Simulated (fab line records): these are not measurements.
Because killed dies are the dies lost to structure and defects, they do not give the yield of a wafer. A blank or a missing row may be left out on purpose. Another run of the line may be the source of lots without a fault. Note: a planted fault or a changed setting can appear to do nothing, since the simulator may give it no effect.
fab line records	flow sky130
record lots=15	wafers=45	last_day=50
route steps=708 shown VT_ADJUST_PCH@153 SONOS_ONO@185 POLY_GATE@229 LDD_P@263
lots with no fault: from the same line, run without faults
start_h: hours from the record's opening day to when the first of the lot's shown wafers began	wait_h: hours from the lot's prior step to this one	" the same as in the row above	L1.1+2: several wafers, shown together as one row	- value missing, or start not given	* or withheld: withheld	< > ~ a bound
route shown NAME@n: NAME is a module with steps in the file, n the number in the route of the first one	usual: mean/standard deviation of fault-free wafers	same: alike in all rows	chamber/n: place in a boat	sites: per-site readings	_std_site: the standard deviation of these	_edge_site: inner sites' mean taken away from outer sites' mean	radius_mm: for every site, how far away it sits from the centre of the wafer	mask NAME#n: copy n	behind: the tool/chamber that last shaped the wafer	hold: why the lot was held/for how many hours/how that ended	device: the n, p or np transistor that did not switch	end of line: the route-end tests of the same wafers	a step with no rows: only its recipe	killed: dies lost to structure and defects at the first sort, not the wafer's yield	map: a wafer's dies, x killed, . not, _ none there
set.NAME: the run value of the setting; set.NAME@STEP: its run value at that earlier step	model.NAME: the simulator's own value behind a step, which no gauge read
steps of the route over a sample of lots; a table a step, a row a wafer
services: from which hour (start_h, from the record's first day; less than 0 if before it) a tool's chamber was out of use, for how many hours, and why
## steps
# step SKY_VT_ADJUST_PCH_TW_MEAS_10
# usual VT_ADJUST_PCH_TW=142.7/0.86
lot.wafer	tool	chamber	start_h	wait_h	VT_ADJUST_PCH_TW
L385.4	film_metro-03	-	232.29	0.1	141.9
L385.5	"	-	"	"	142.2
L385.6	"	-	"	"	141.6
L386.1	film_metro-04	-	248.86	0.1	143.1
L386.2	"	-	"	"	142.6
L386.6	"	-	"	"	143.4
L389.2	film_metro-01	-	266.60	0.1	142.5
L389.5	"	-	"	"	143.9
L389.6	"	-	"	"	142.9
L388.4	film_metro-04	-	268.29	0.1	143.3
L388.5	"	-	"	"	143.0
L388.6	"	-	"	"	143.1
L390.2	film_metro-03	-	281.67	0.1	143.6
L390.4	"	-	"	"	142.8
L390.6	"	-	"	"	143.7
L392.3	film_metro-01	-	302.13	0.1	143.1
L392.5	"	-	"	"	142.8
L392.6	"	-	"	"	144.2
L394.2	film_metro-03	-	303.42	0.1	141.5
L394.3	"	-	"	"	141.6
L394.4	"	-	"	"	140.6
L395.2	film_metro-03	-	314.55	0.1	141.9
L395.3	"	-	"	"	142.4
L395.5	"	-	"	"	141.8
L398.1	film_metro-03	-	327.54	0.1	142.0
L398.4	"	-	"	"	142.1
L398.6	"	-	"	"	141.8
L401.3	film_metro-01	-	348.71	0.1	143.1
L401.4	"	-	"	"	143.6
L401.5	"	-	"	"	142.4
L402.2	film_metro-01	-	361.10	0.1	143.2
L402.3	"	-	"	"	143.3
L402.6	"	-	"	"	143.2
L403.3	film_metro-03	-	373.96	0.1	141.5
L403.5	"	-	"	"	142.0
L403.6	"	-	"	"	141.9
L406.2	film_metro-01	-	387.80	0.1	144.5
L406.3	"	-	"	"	143.2
L406.5	"	-	"	"	144.3
L407.1	film_metro-03	-	390.14	0.1	141.8
L407.2	"	-	"	"	142.0
L407.4	"	-	"	"	141.6
L408.1	film_metro-04	-	403.79	0.1	142.7
L408.4	"	-	"	"	143.3
L408.5	"	-	"	"	143.5
# step SKY_SONOS_ONO_STRIP_17
# recipe chemistry=O2/N2	power_w=1400	pressure_mtorr=1500	platen_temp_c=withheld	o2_flow_sccm=3000	n2_flow_sccm=300	overash_fraction=0.5
# usual drypump_motor_current_A=5.9/0.36	oes_product_au=0.709/0.0048	strip_time_to_endpoint_s=14.11/0.044
# same overash_fraction=0.5
lot.wafer	tool	chamber	start_h	wait_h	drypump_motor_current_A	oes_product_au	rf_hours_counter_h	strip_time_to_endpoint_s
L385.4	plasma_asher-03	1	288.77	0.0	6.0	0.714	-	14.13
L385.5	"	1	"	"	6.1	0.714	-	14.17
L385.6	"	0	"	"	6.5	0.704	-	14.16
L386.1	plasma_asher-02	0	303.86	0.0	5.6	0.713	58	14.03
L386.2	"	1	"	"	5.6	0.707	58	14.04
L386.6	"	1	"	"	5.6	0.712	-	14.07
L388.4	plasma_asher-01	1	323.97	0.0	6.2	0.710	-	14.10
L388.5	"	0	"	"	5.5	0.710	-	14.15
L388.6	"	1	"	"	6.2	0.718	-	14.16
L389.2	plasma_asher-02	0	324.02	0.0	5.6	0.714	61	14.08
L389.5	"	1	"	"	5.6	0.710	-	14.06
L389.6	"	0	"	"	5.6	0.709	-	14.10
L390.2	plasma_asher-03	0	339.17	0.0	6.5	0.701	54	14.06
L390.4	"	1	"	"	6.1	0.707	-	14.07
L390.6	"	1	"	"	6.1	0.701	-	14.06
L392.3	plasma_asher-02	0	360.70	0.0	5.6	0.710	-	14.11
L392.5	"	0	"	"	5.6	0.709	-	14.09
L392.6	"	1	"	"	5.6	0.706	-	14.09
L394.2	plasma_asher-01	0	361.93	0.0	5.5	0.708	23	14.06
L394.3	"	0	"	"	5.5	0.710	-	14.13
L394.4	"	1	"	"	6.2	0.702	-	14.16
L395.2	plasma_asher-02	0	374.44	0.0	5.6	0.707	66	14.16
L395.3	"	0	"	"	5.6	0.705	-	14.11
L395.5	"	0	"	"	5.6	0.708	-	14.11
L398.1	plasma_asher-02	0	385.24	0.0	5.6	0.709	67	14.12
L398.4	"	0	"	"	5.6	0.710	-	14.07
L398.6	"	1	"	"	5.6	0.714	-	14.16
L401.3	plasma_asher-03	0	412.28	0.0	6.5	0.706	-	14.14
L401.4	"	1	"	"	6.0	0.710	-	14.10
L401.5	"	1	"	"	6.1	0.707	-	14.11
L402.2	plasma_asher-01	0	426.15	0.0	5.5	0.712	29	14.13
L402.3	"	1	"	"	6.2	0.711	-	14.12
L402.6	"	1	"	"	6.2	0.709	-	14.12
L403.3	plasma_asher-02	1	436.97	0.0	5.6	0.710	-	14.17
L403.5	"	1	"	"	5.6	0.706	-	14.13
L403.6	"	0	"	"	5.6	0.708	-	14.18
L406.2	plasma_asher-02	0	458.09	0.0	5.6	0.712	2	14.10
L406.3	"	0	"	"	5.6	0.709	-	14.11
L406.5	"	0	"	"	5.6	0.714	-	14.10
L407.1	plasma_asher-03	1	458.34	0.0	6.1	0.707	66	14.10
L407.2	"	0	"	"	6.5	0.710	66	14.08
L407.4	"	1	"	"	6.1	0.711	-	14.12
L408.1	plasma_asher-03	1	469.99	0.0	6.0	0.713	67	14.17
L408.4	"	0	"	"	6.5	0.716	-	14.14
L408.5	"	0	"	"	6.5	0.710	-	14.12
# step SKY_POLY_GATE_ETCH_15
# recipe chemistry=N2/H2	target=BARC	ion_energy_ev=200	source_w=500	bias_w=100	pressure_mtorr=30	n2_flow_sccm=100	h2_flow_sccm=200	stop_on=SiO2	time_s=118.5	target_depth_a=1100
# usual bias_w=100.06/0.3	chamber_pressure_mTorr=29.999/0.03	drypump_motor_current_A=5.6/0.39	oes_product_au=0.717/0.0046	throttle_valve_pct=13.212/0.0087
lot.wafer	tool	chamber	start_h	wait_h	bias_w	chamber_pressure_mTorr	drypump_motor_current_A	oes_product_au	rf_hours_counter_h	throttle_valve_pct
L385.4	rie_diel-03	1	374.74	0.0	100.19	30.014	5.1	0.720	5	13.207
L385.5	"	2	"	"	100.16	30.038	5.9	0.714	-	13.220
L385.6	"	1	"	"	99.80	29.980	5.1	0.725	-	13.225
L386.1	rie_diel-03	3	392.66	0.0	99.64	30.027	5.7	0.723	87	13.217
L386.2	"	0	"	"	100.21	30.041	5.5	0.720	88	13.207
L386.6	"	3	"	"	99.89	29.926	5.7	0.722	-	13.203
L388.4	rie_diel-03	0	413.92	0.1	100.24	29.971	5.5	0.722	-	13.223
L388.5	"	2	"	"	100.04	30.034	5.9	0.714	-	13.222
L388.6	"	3	"	"	100.48	29.985	5.7	0.721	-	13.214
L389.2	rie_diel-01	2	415.03	0.0	100.24	29.964	5.3	0.718	3	13.202
L389.5	"	3	"	"	100.28	30.003	5.5	0.711	-	13.204
L389.6	"	0	"	"	100.21	30.009	5.4	0.720	-	13.209
L390.2	rie_diel-02	3	431.88	0.0	99.90	30.005	6.6	0.717	18	13.219
L390.4	"	1	"	"	100.23	29.975	5.7	0.713	-	13.215
L390.6	"	0	"	"	100.10	29.982	5.3	0.721	-	13.211
L392.3	rie_diel-03	3	458.68	0.0	100.02	30.000	5.7	0.718	89	13.224
L392.5	"	2	"	"	99.67	30.033	5.9	0.718	-	13.210
L392.6	"	0	"	"	100.05	30.000	5.5	0.713	-	13.202
L394.2	rie_diel-03	1	462.33	0.0	99.68	29.993	5.1	0.722	6	13.225
L394.3	"	0	"	"	100.62	30.010	5.5	0.722	89	13.219
L394.4	"	3	"	"	99.97	30.017	5.7	0.716	89	13.210
L395.2	rie_diel-03	2	472.74	0.0	100.50	29.998	5.9	0.722	73	13.219
L395.3	"	1	"	"	100.35	29.978	5.0	0.719	7	13.219
L395.5	"	0	"	"	99.69	30.012	5.5	0.721	-	13.208
L398.1	rie_diel-01	3	483.91	0.0	100.38	30.033	5.6	0.716	11	13.213
L398.4	"	2	"	"	100.43	29.975	5.2	0.720	4	13.207
L398.6	"	0	"	"	100.05	30.023	5.4	0.724	-	13.211
L401.3	rie_diel-01	0	510.54	0.0	-	-	-	-	-	-
L401.4	"	3	"	"	-	-	-	-	-	-
L401.5	"	2	"	"	-	-	-	-	-	-
L402.2	rie_diel-03	0	528.18	0.0	-	-	-	-	-	-
L402.3	"	2	"	"	-	-	-	-	-	-
L402.6	"	2	"	"	-	-	-	-	-	-
L403.3	rie_diel-01	2	537.03	0.0	-	-	-	-	-	-
L403.5	"	1	"	"	-	-	-	-	-	-
L403.6	"	3	"	"	-	-	-	-	-	-
L406.2	rie_diel-01	1	558.06	0.0	99.90	29.975	6.4	0.720	39	13.228
L406.3	"	2	"	"	99.86	30.049	5.2	0.717	5	13.209
L406.5	"	1	"	"	99.73	30.047	6.4	0.718	-	13.221
L407.1	rie_diel-02	1	559.03	0.0	100.33	29.969	5.7	0.716	4	13.204
L407.2	"	3	"	"	100.30	29.971	6.6	0.720	20	13.217
L407.4	"	2	"	"	99.86	29.937	5.8	0.720	2	13.218
L408.1	rie_diel-01	3	568.13	0.0	100.35	29.989	5.6	0.714	13	13.208
L408.4	"	0	"	"	100.19	30.036	5.4	0.711	0	13.216
L408.5	"	1	"	"	100.28	29.995	6.4	0.727	-	13.223
# step SKY_POLY_GATE_ETCH_16
# recipe stop_on=poly-Si	chemistry=CH3F/O2	target=Si3N4	source_w=400	bias_w=80	pressure_mtorr=25	ch3f_flow_sccm=40	O2_flow_sccm=30	time_s=147.5	target_depth_a=750
# usual O2_flow_sccm=30.00/0.089	bias_w=80.02/0.24	ch3f_flow_sccm=39.99/0.11	drypump_motor_current_A=5.6/0.39	oes_product_au=0.642/0.0053	throttle_valve_pct=10.536/0.0092
lot.wafer	tool	chamber	start_h	wait_h	O2_flow_sccm	bias_w	ch3f_flow_sccm	drypump_motor_current_A	oes_product_au	rf_hours_counter_h	throttle_valve_pct
L385.4	rie_diel-03	1	374.82	0.0	30.00	79.69	40.04	5.1	0.638	6	10.528
L385.5	"	2	"	"	29.95	80.19	40.07	5.9	0.641	-	10.526
L385.6	"	1	"	"	30.10	79.63	40.06	5.1	0.633	-	10.533
L386.1	rie_diel-03	3	392.75	0.0	29.96	80.24	39.94	5.7	0.637	87	10.529
L386.2	"	0	"	"	29.92	79.57	39.84	5.5	0.646	88	10.533
L386.6	"	3	"	"	29.87	80.10	39.96	5.7	0.646	-	10.533
L388.4	rie_diel-03	0	414.01	0.0	30.14	80.18	39.98	5.5	0.634	-	10.542
L388.5	"	2	"	"	30.01	80.26	39.97	5.9	0.636	-	10.530
L388.6	"	3	"	"	30.04	79.94	39.83	5.7	0.645	-	10.522
L389.2	rie_diel-01	2	415.11	0.0	30.06	80.41	39.89	5.2	0.634	3	10.528
L389.5	"	3	"	"	29.80	80.19	40.01	5.6	0.637	-	10.536
L389.6	"	0	"	"	30.07	80.43	39.99	5.4	0.646	-	10.547
L390.2	rie_diel-02	3	431.96	0.0	30.01	80.18	39.73	6.6	0.641	18	10.552
L390.4	"	1	"	"	29.99	80.17	40.03	5.7	0.643	-	10.524
L390.6	"	0	"	"	30.00	80.00	40.00	5.4	0.635	-	10.538
L392.3	rie_diel-03	3	458.76	0.0	29.83	80.11	39.78	5.7	0.648	89	10.529
L392.5	"	2	"	"	30.00	79.83	40.00	5.9	0.646	-	10.533
L392.6	"	0	"	"	30.05	80.09	40.05	5.5	0.639	-	10.544
L394.2	rie_diel-03	1	462.41	0.0	30.04	80.03	39.93	5.1	0.645	6	10.553
L394.3	"	0	"	"	30.00	80.36	40.00	5.5	0.638	89	10.532
L394.4	"	3	"	"	29.94	80.22	39.91	5.7	0.638	89	10.540
L395.2	rie_diel-03	2	472.82	0.0	29.95	79.92	40.09	5.9	0.639	73	10.543
L395.3	"	1	"	"	29.98	79.86	40.09	5.1	0.651	7	10.533
L395.5	"	0	"	"	30.06	80.04	39.89	5.5	0.637	-	10.534
L398.1	rie_diel-01	3	484.00	0.0	30.10	79.70	39.93	5.5	0.643	11	10.545
L398.4	"	2	"	"	29.93	80.37	40.08	5.2	0.638	4	10.541
L398.6	"	0	"	"	30.04	79.76	40.03	5.4	0.641	-	10.538
L401.3	rie_diel-01	0	510.62	0.0	30.00	80.33	39.82	5.4	0.376	86	10.494
L401.4	"	3	"	"	30.11	80.39	40.05	5.6	0.382	11	10.499
L401.5	"	2	"	"	29.88	80.28	40.09	5.2	0.373	-	10.496
L402.2	rie_diel-03	0	528.26	0.0	29.79	79.83	40.18	5.5	0.376	0	10.508
L402.3	"	2	"	"	30.00	80.07	40.03	5.9	0.374	74	10.507
L402.6	"	2	"	"	30.04	80.15	40.16	5.9	0.369	-	10.507
L403.3	rie_diel-01	2	537.12	0.0	30.03	80.29	39.86	5.2	0.379	5	10.504
L403.5	"	1	"	"	29.88	80.41	40.18	6.4	0.370	-	10.504
L403.6	"	3	"	"	30.05	79.72	39.95	5.6	0.371	-	10.503
L406.2	rie_diel-01	1	558.15	0.0	29.93	80.18	39.88	6.4	0.631	39	10.546
L406.3	"	2	"	"	29.99	79.68	39.95	5.2	0.642	5	10.536
L406.5	"	1	"	"	30.06	80.07	39.95	6.4	0.646	-	10.528
L407.1	rie_diel-02	1	559.11	0.0	29.97	80.27	40.05	5.7	0.636	4	10.531
L407.2	"	3	"	"	29.89	79.79	40.02	6.6	0.636	21	10.532
L407.4	"	2	"	"	29.99	80.12	40.25	5.8	0.642	2	10.534
L408.1	rie_diel-01	3	568.21	0.0	30.06	79.69	40.01	5.6	0.642	13	10.546
L408.4	"	0	"	"	29.83	79.84	39.97	5.4	0.649	0	10.513
L408.5	"	1	"	"	30.17	80.51	40.04	6.4	0.653	-	10.563
# step SKY_POLY_GATE_ETCH_17
# recipe target_depth_nm=180	stop_on=SiO2	over_etch_frac=0.56667	chemistry=HBr/Cl2	target=poly-Si	icp_w=400	bias_w=100	pressure_mtorr=10	HBr_flow_sccm=150	Cl2_flow_sccm=50	time_s=70.5
# usual HBr_flow_sccm=150.0/0.47	bias_w=100.00/0.28	drypump_motor_current_A=5.8/0.42	oes_product_au=0.987/0.0096	throttle_valve_pct=33.685/0.0092
lot.wafer	tool	chamber	start_h	wait_h	HBr_flow_sccm	bias_w	drypump_motor_current_A	oes_product_au	rf_hours_counter_h	throttle_valve_pct
L385.4	rie_si-02	1	374.92	0.0	150.0	100.04	6.1	0.985	1	33.693
L385.5	"	1	"	"	149.9	100.23	6.1	0.985	-	33.685
L385.6	"	2	"	"	150.3	99.78	6.0	0.994	-	33.680
L386.1	rie_si-01	1	392.84	0.0	149.9	99.46	5.6	0.983	72	33.678
L386.2	"	3	"	"	150.0	99.88	6.4	0.967	4	33.672
L386.6	"	2	"	"	150.8	100.39	5.9	0.994	-	33.674
L388.4	rie_si-01	2	414.06	0.0	149.1	100.10	5.9	1.004	15	33.679
L388.5	"	2	"	"	149.7	100.30	5.9	1.005	-	33.703
L388.6	"	1	"	"	150.2	100.06	5.6	0.985	-	33.678
L389.2	rie_si-02	3	415.21	0.0	150.1	99.79	5.5	0.978	0	33.673
L389.5	"	3	"	"	149.0	100.27	5.5	0.979	-	33.686
L389.6	"	0	"	"	150.0	99.86	6.0	0.989	-	33.682
L390.2	rie_si-02	3	432.06	0.0	149.9	100.21	5.5	0.982	0	33.680
L390.4	"	1	"	"	149.5	100.04	6.1	0.975	2	33.688
L390.6	"	2	"	"	150.8	99.32	6.0	0.989	-	33.678
L392.3	rie_si-02	1	458.86	0.0	150.4	100.17	6.1	0.996	2	33.696
L392.5	"	2	"	"	150.3	99.90	6.0	1.003	-	33.696
L392.6	"	1	"	"	150.5	100.14	6.1	0.988	-	33.685
L394.2	rie_si-02	0	462.51	0.0	150.3	99.74	6.0	0.989	24	33.696
L394.3	"	3	"	"	150.4	99.91	5.5	0.984	0	33.687
L394.4	"	1	"	"	150.5	99.74	6.1	0.979	2	33.690
L395.2	rie_si-02	3	472.92	0.0	149.6	99.69	5.5	0.992	0	33.686
L395.3	"	0	"	"	150.3	99.99	6.0	0.990	24	33.670
L395.5	"	1	"	"	149.6	99.84	6.1	0.981	-	33.678
L398.1	rie_si-02	0	484.09	0.0	149.7	99.79	6.0	0.979	24	33.689
L398.4	"	0	"	"	149.6	100.28	6.0	0.980	-	33.688
L398.6	"	3	"	"	150.2	100.43	5.5	0.983	-	33.696
L401.3	rie_si-01	2	510.72	0.0	150.0	99.93	5.9	0.272	16	33.677
L401.4	"	3	"	"	150.1	100.39	6.4	0.271	5	33.673
L401.5	"	2	"	"	149.8	99.86	5.9	0.273	-	33.683
L402.2	rie_si-02	0	528.36	0.0	149.4	99.93	6.0	0.273	24	33.673
L402.3	"	3	"	"	149.5	100.14	5.5	0.267	1	33.678
L402.6	"	0	"	"	149.1	100.39	6.0	0.267	-	33.678
L403.3	rie_si-01	0	537.22	0.0	149.2	100.18	4.8	0.271	2	33.691
L403.5	"	2	"	"	150.4	100.15	5.9	0.276	-	33.681
L403.6	"	0	"	"	149.9	100.08	4.8	0.274	-	33.698
L406.2	rie_si-02	3	558.24	0.0	149.2	100.18	5.5	0.984	1	33.673
L406.3	"	0	"	"	149.1	99.96	6.0	0.996	24	33.691
L406.5	"	0	"	"	149.4	100.56	6.1	0.989	-	33.687
L407.1	rie_si-01	2	559.21	0.0	150.0	99.98	5.9	0.982	16	33.678
L407.2	"	0	"	"	149.2	100.04	4.8	0.988	2	33.681
L407.4	"	3	"	"	150.0	100.60	6.4	0.981	5	33.702
L408.1	rie_si-02	2	568.31	0.0	150.3	99.88	6.0	0.977	0	33.695
L408.4	"	1	"	"	149.4	100.05	6.1	0.986	3	33.695
L408.5	"	0	"	"	150.6	99.71	6.0	0.985	-	33.694
# step SKY_POLY_GATE_CD_MEAS_22
# usual cd_nm=150.5/2.3
lot.wafer	tool	chamber	start_h	wait_h	cd_nm
L385.4	cd_sem-02	-	379.23	0.1	148.1
L385.5	"	-	"	"	148.9
L385.6	"	-	"	"	147.6
L386.1	cd_sem-01	-	396.62	0.1	149.9
L386.2	"	-	"	"	151.2
L386.6	"	-	"	"	146.4
L389.2	cd_sem-02	-	416.86	0.1	150.0
L389.5	"	-	"	"	147.8
L389.6	"	-	"	"	151.7
L388.4	cd_sem-01	-	416.88	0.1	148.0
L388.5	"	-	"	"	147.3
L388.6	"	-	"	"	147.3
L390.2	cd_sem-01	-	434.97	0.1	155.2
L390.4	"	-	"	"	153.8
L390.6	"	-	"	"	153.5
L392.3	cd_sem-01	-	462.41	0.1	147.4
L392.5	"	-	"	"	150.6
L392.6	"	-	"	"	148.7
L394.2	cd_sem-01	-	467.46	0.1	149.1
L394.3	"	-	"	"	149.5
L394.4	"	-	"	"	150.7
L395.2	cd_sem-01	-	474.46	0.1	152.2
L395.3	"	-	"	"	149.4
L395.5	"	-	"	"	149.1
L398.1	cd_sem-02	-	485.61	0.1	156.1
L398.4	"	-	"	"	154.4
L398.6	"	-	"	"	156.3
L401.3	cd_sem-01	-	512.29	0.1	-
L401.4	"	-	"	"	-
L401.5	"	-	"	"	-
L402.2	cd_sem-01	-	530.18	0.1	-
L402.3	"	-	"	"	-
L402.6	"	-	"	"	-
L403.3	cd_sem-02	-	538.79	0.1	-
L403.5	"	-	"	"	-
L403.6	"	-	"	"	-
L406.2	cd_sem-01	-	559.79	0.1	148.0
L406.3	"	-	"	"	148.2
L406.5	"	-	"	"	148.3
L407.1	cd_sem-02	-	560.73	0.1	151.3
L407.2	"	-	"	"	152.5
L407.4	"	-	"	"	148.9
L408.1	cd_sem-01	-	569.83	0.1	148.4
L408.4	"	-	"	"	149.9
L408.5	"	-	"	"	147.5
# step SKY_LDD_P_OVL_MEAS_08
# usual LDD_P_OVL=1.0/1.3
lot.wafer	tool	chamber	start_h	wait_h	LDD_P_OVL[nm]
L385.4	overlay-02	-	438.32	0.1	2.8
L385.5	"	-	"	"	0.2
L385.6	"	-	"	"	2.3
L386.1	overlay-01	-	459.40	0.1	2.6
L386.2	"	-	"	"	1.0
L386.6	"	-	"	"	1.4
L388.4	overlay-02	-	477.55	0.1	-0.9
L388.5	"	-	"	"	-0.5
L388.6	"	-	"	"	0.0
L389.2	overlay-02	-	478.58	0.1	1.3
L389.5	"	-	"	"	3.3
L389.6	"	-	"	"	1.7
L390.2	overlay-02	-	498.61	0.1	-1.5
L390.4	"	-	"	"	2.8
L390.6	"	-	"	"	1.2
L392.3	overlay-01	-	524.96	0.1	1.2
L392.5	"	-	"	"	1.0
L392.6	"	-	"	"	1.5
L394.2	overlay-01	-	530.58	0.1	-0.2
L394.3	"	-	"	"	0.7
L394.4	"	-	"	"	-0.3
L395.2	overlay-01	-	536.73	0.1	1.1
L395.3	"	-	"	"	-0.6
L395.5	"	-	"	"	1.1
L398.1	overlay-01	-	547.28	0.1	-1.9
L398.4	"	-	"	"	0.2
L398.6	"	-	"	"	-0.5
L406.2	overlay-02	-	619.28	0.1	1.5
L406.3	"	-	"	"	1.9
L406.5	"	-	"	"	0.4
L407.1	overlay-02	-	620.23	0.1	1.8
L407.2	"	-	"	"	2.3
L407.4	"	-	"	"	-0.3
L408.1	overlay-02	-	628.45	0.1	-0.6
L408.4	"	-	"	"	2.7
L408.5	"	-	"	"	0.3
## services
tool	chamber	start_h	hours	kind
plasma_asher-01	-	294.22	22.6	pm
rie_diel-03	1	323.88	3.8	repair
plasma_asher-01	-	328.56	1.8	repair
plasma_asher-01	-	338.41	5.7	repair
rie_diel-03	-	342.79	0.3	repair
rie_si-01	0	344.18	2.8	repair
rie_si-01	-	345.17	1.7	repair
rie_si-01	-	366.46	0.6	repair
rie_si-01	1	378.10	1.5	repair
rie_si-02	0	382.80	3.5	repair
plasma_asher-01	-	401.96	5.5	repair
rie_diel-03	1	409.66	49.7	repair
plasma_asher-02	-	421.25	9.0	pm
rie_si-02	1	444.26	3.7	repair
plasma_asher-01	-	455.59	0.7	repair
plasma_asher-03	-	465.74	1.2	repair
rie_diel-02	3	476.73	9.7	repair
rie_diel-01	-	502.01	2.8	pm
rie_diel-03	2	509.36	7.3	repair
rie_si-02	-	510.65	0.8	repair
rie_si-01	1	534.74	4.4	repair
rie_diel-03	2	555.00	11.1	repair
plasma_asher-03	-	561.76	9.4	repair
rie_diel-03	3	562.02	2.3	repair
## key
first_sign step=SKY_POLY_GATE_ETCH_15	reading=tool_record	direction=missing
effect step=SKY_POLY_GATE_ETCH_16	reading=oes_product_au	direction=down	sigmas=50	usual=0.642	struck=0.375
effect step=SKY_POLY_GATE_ETCH_17	reading=oes_product_au	direction=down	sigmas=74	usual=0.987	struck=0.271
effect step=SKY_POLY_GATE_CD_MEAS_22	reading=cd_nm	direction=missing
met_at SKY_POLY_GATE_ETCH_15
struck_lots L401,L402,L403
later_rows_left_out L401.3,L401.4,L401.5,L402.2,L402.3,L402.6,L403.3,L403.5,L403.6
sort_left_out L401.3,L401.4,L401.5,L402.2,L402.3,L402.6,L403.3,L403.5,L403.6
tester_left_out L401,L402,L403
not_acting_at SKY_VT_ADJUST_PCH_TW_MEAS_10,SKY_SONOS_ONO_STRIP_17,SKY_LDD_P_OVL_MEAS_08
onset_between 483.91 510.54
fault kind=skipped_step_whole	tool=rie_diel-01,rie_diel-03	chamber=-	onset_h=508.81	steps=SKY_POLY_GATE_ETCH_15	scope=struck_lots_only
# tester_left_out: of these lots the tester's yield and bins aren't shown, on N5 and GAA mostly nor the transistor test; their killed dies are dies lost to structure and defects alone, not to doping, threshold or leakage, so they don't give the yield
# sort_left_out: the simulated sort isn't trusted on such a fault, so these wafers' sort isn't shown, and their yield isn't known
# later_rows_left_out: the simulator's readings of these wafers behind a module that went badly wrong aren't trusted and aren't shown, but for the sort
